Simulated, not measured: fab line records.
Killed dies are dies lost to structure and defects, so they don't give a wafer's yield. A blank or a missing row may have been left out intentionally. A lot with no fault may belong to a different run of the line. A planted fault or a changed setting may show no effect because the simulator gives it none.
Tool commonality check    flow sky130    36 wafers sampled across 12 lots

## REASON IT WAS OPENED
4 of 12 lots carry a flag on the reading LDD_LDN_OVL at SKY_LDD_LDN_OVL_MEAS_07. Fault-free wafers read -1.0 nm, with a standard deviation of 1.3.
Rule: a lot gets a flag if all its wafers with a number sit over 4 standard deviations from that mean, or if no wafer of it has a number. The rest of the lots are taken to be sound.

lot   measured      on          LDD_LDN_OVL (nm), wafer by wafer  flag
L567  day 23 08:27  overlay-02  1.1 1.0 -0.2                      
L570  day 24 14:40  overlay-02  2.0 -1.4 0.6                      
L571  day 25 00:57  overlay-01  -0.4 -0.4 -0.3                    
L573  day 25 05:48  overlay-02  0.4 -1.7 -0.9                     
L574  day 25 21:08  overlay-01  43.3 43.2 42.0                    FLAGGED
L575  day 26 05:19  overlay-02  44.8 43.7 44.9                    FLAGGED
L577  day 26 12:57  overlay-02  43.6 45.3 44.6                    FLAGGED
L576  day 26 13:15  overlay-01  42.6 43.6 41.9                    FLAGGED
L578  day 26 23:07  overlay-02  -1.7 -1.5 -2.3                    
L581  day 28 01:42  overlay-02  -2.1 -2.3 -2.4                    
L586  day 29 16:57  overlay-01  -0.8 -0.9 -3.4                    
L588  day 30 10:51  overlay-01  -1.5 -2.7 -2.0                    
On average the flagged lots' numbers are 43.6 nm, which is +44.6 nm against the usual, or +34 standard deviations.

## WHICH TOOL RAN EACH LOT
The record holds 2 process steps before the reading, out of a route of 708 steps. Cell contents, in order: the tool; ch with the chambers the sampled wafers went through; the start.
lot   flag     SKY_GATE_OXIDE_STRIP_13               SKY_LDD_LDN_EXPOSE_04
L567           plasma-asher-01 ch 0,1, day 14 06:25  iline-stepper-01 ch 0, day 22 17:00
L570           plasma-asher-03 ch 0,1, day 15 12:17  iline-stepper-01 ch 0, day 23 23:33
L571           plasma-asher-04 ch 0,1, day 15 23:11  iline-stepper-01 ch 0, day 24 11:18
L573           plasma-asher-03 ch 0,1, day 16 03:44  iline-stepper-01 ch 0, day 24 15:43
L574  FLAGGED  plasma-asher-01 ch 0,1, day 16 19:32  iline-stepper-01 ch 0, day 25 06:44
L575  FLAGGED  plasma-asher-04 ch 0,1, day 16 23:32  iline-stepper-01 ch 0, day 25 15:09
L577  FLAGGED  plasma-asher-01 ch 0,1, day 17 05:26  iline-stepper-01 ch 0, day 25 22:51
L576  FLAGGED  plasma-asher-04 ch 0,1, day 17 05:08  iline-stepper-01 ch 0, day 25 22:58
L578           plasma-asher-01 ch 0,1, day 17 18:29  iline-stepper-02 ch 0, day 26 08:20
L581           plasma-asher-01 ch 0,1, day 19 00:17  iline-stepper-02 ch 0, day 27 11:43
L586           plasma-asher-03 ch 0,1, day 20 18:49  iline-stepper-02 ch 0, day 29 02:38
L588           plasma-asher-04 ch 0,1, day 21 17:34  iline-stepper-02 ch 0, day 29 21:39
These steps, and what they do:
- SKY_GATE_OXIDE_STRIP_13: strips in O2/N2.
- SKY_LDD_LDN_EXPOSE_04: exposes mask LDNTM, target cd 700 nm.
- SKY_LDD_LDN_OVL_MEAS_07

## FLAGGED AGAINST TOTAL, ONE TOOL AT A TIME (gauges that did the reading follow at the end)
step                     tool              lots run  flagged  share of the flagged lots  sound lots run after its first flagged lot
SKY_GATE_OXIDE_STRIP_13  plasma-asher-01   5         2        some                       2 (L578,L581)
SKY_GATE_OXIDE_STRIP_13  plasma-asher-03   3         0        none                       -
SKY_GATE_OXIDE_STRIP_13  plasma-asher-04   4         2        some                       1 (L588)
SKY_LDD_LDN_EXPOSE_04    iline-stepper-01  8         4        all                        0
SKY_LDD_LDN_EXPOSE_04    iline-stepper-02  4         0        none                       -
SKY_LDD_LDN_OVL_MEAS_07  overlay-01        5         2        some                       2 (L586,L588)
SKY_LDD_LDN_OVL_MEAS_07  overlay-02        7         2        some                       2 (L578,L581)

## THE TABLE: WHAT IT ALLOWS
Rows of the table that ran each flagged lot: 1, that is iline-stepper-01 at SKY_LDD_LDN_EXPOSE_04.
- iline-stepper-01 at SKY_LDD_LDN_EXPOSE_04: 4 of its 8 lots flagged. Its last sound lot is L573 (day 24 15:43), its first flagged lot L574 (day 25 06:44): a fault that began between those two fits.
Left over: one tool, iline-stepper-01 at SKY_LDD_LDN_EXPOSE_04.

## WHAT THE SIMULATOR HAD INSERTED
Scanner matching overlay: iline-stepper-01, from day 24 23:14 on, at SKY_LDD_LDN_EXPOSE_04. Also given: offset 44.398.
Lots struck among those shown: L574, L575, L577, L576. The rule above reached the same finding.
